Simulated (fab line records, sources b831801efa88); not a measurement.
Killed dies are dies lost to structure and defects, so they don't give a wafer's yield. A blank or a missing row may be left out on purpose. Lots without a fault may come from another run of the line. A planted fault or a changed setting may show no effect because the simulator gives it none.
Chamber matching | flow gf180mcu | GF_V5_CMP_26 on cmp-01: 4 sister chambers
The step polishes, stops on SiO2, t overpolish 15 s, target thk 0 nm. 20 wafers are shown with their chamber, then 10 later ones without.

WAFERS WITH THEIR CHAMBER
wafer  | chamber | motor_current_A (A) | time_to_endpoint_s (s) | edge_zone_pressure_frac
L461.2 | 3       | 9.9                 | 92                     | 0.994
L461.4 | 0       | 10.5                | 88                     | 1.009
L461.6 | 2       | 9.3                 | 90                     | 0.998
L464.3 | 0       | 10.7                | 83                     | 1.007
L464.5 | 0       | 11.7                | 83                     | 1.003
L464.6 | 1       | 12.6                | 96                     | 0.990
L470.1 | 0       | 11.1                | 85                     | 1.006
L470.3 | 2       | 9.6                 | 83                     | 1.003
L470.6 | 3       | 9.4                 | 85                     | 1.004
L471.1 | 2       | 10.1                | 81                     | 1.003
L471.2 | 3       | 9.5                 | 89                     | 0.998
L471.3 | 1       | 12.6                | 90                     | 0.999
L472.1 | 2       | 9.6                 | 79                     | 0.998
L472.5 | 3       | 10.4                | 81                     | 1.009
L472.6 | 2       | 9.4                 | 81                     | 0.998
L474.2 | 2       | 9.7                 | 78                     | 0.998
L474.3 | 0       | 11.1                | 80                     | 1.000
L474.6 | 1       | 12.1                | 86                     | 0.996
L479.3 | 2       | 9.5                 | 82                     | 1.003
L479.5 | 0       | 11.0                | 82                     | 1.002

SIGNATURES (means of the wafers above)
reading                 | chamber 0 | chamber 1 | chamber 2 | chamber 3 | scatter within a chamber
motor_current_A         | 11.017    | 12.433    | 9.600     | 9.800     | 0.357
time_to_endpoint_s      | 83.50     | 90.67     | 82.00     | 86.75     | 3.94
edge_zone_pressure_frac | 1.00450   | 0.99500   | 1.00014   | 1.00125   | 0.00413
Rule: a wafer's distance from a chamber is the root of the sum, over the readings, of the square of ((its reading less the chamber's mean) divided by the reading's scatter). The wafer belongs to the nearest chamber; if the next one is less than 2 further off, it can't be placed. The scatter: the root of (the sum of the squares of (reading less its chamber's mean) over the shown wafers, divided by (wafers less chambers)).

WAFERS WITHOUT THEIR CHAMBER
wafer  | motor_current_A (A) | time_to_endpoint_s (s) | edge_zone_pressure_frac
L479.6 | 12.2                | 90                     | 1.014
L480.1 | 9.7                 | 81                     | 0.994
L480.3 | 12.1                | 95                     | 0.996
L480.6 | 9.8                 | 85                     | 0.998
L483.1 | 9.9                 | 80                     | 1.002
L483.3 | 9.7                 | 79                     | 1.000
L483.6 | 10.0                | 77                     | 0.998
L484.1 | 9.2                 | 81                     | 1.002
L484.2 | 12.5                | 90                     | 1.001
L484.4 | 9.7                 | 87                     | 0.995

WHICH CHAMBER EACH WENT THROUGH
wafer  | from the rows above          | in truth
L479.6 | can't be placed: 0 or 1      | 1
L480.1 | can't be placed: 2 or 3      | 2
L480.3 | 1                            | 1
L480.6 | can't be placed: 3 or 2      | 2
L483.1 | can't be placed: 2 or 3      | 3
L483.3 | can't be placed: 2 or 3      | 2
L483.6 | can't be placed: 2 or 3 or 0 | 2
L484.1 | can't be placed: 2 or 3      | 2
L484.2 | 1                            | 1
L484.4 | can't be placed: 3 or 2      | 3
Placed correctly: 2 of 10. Can't be placed from these rows: 8 (the true chamber is among the candidates in 8). Placed wrongly: 0.
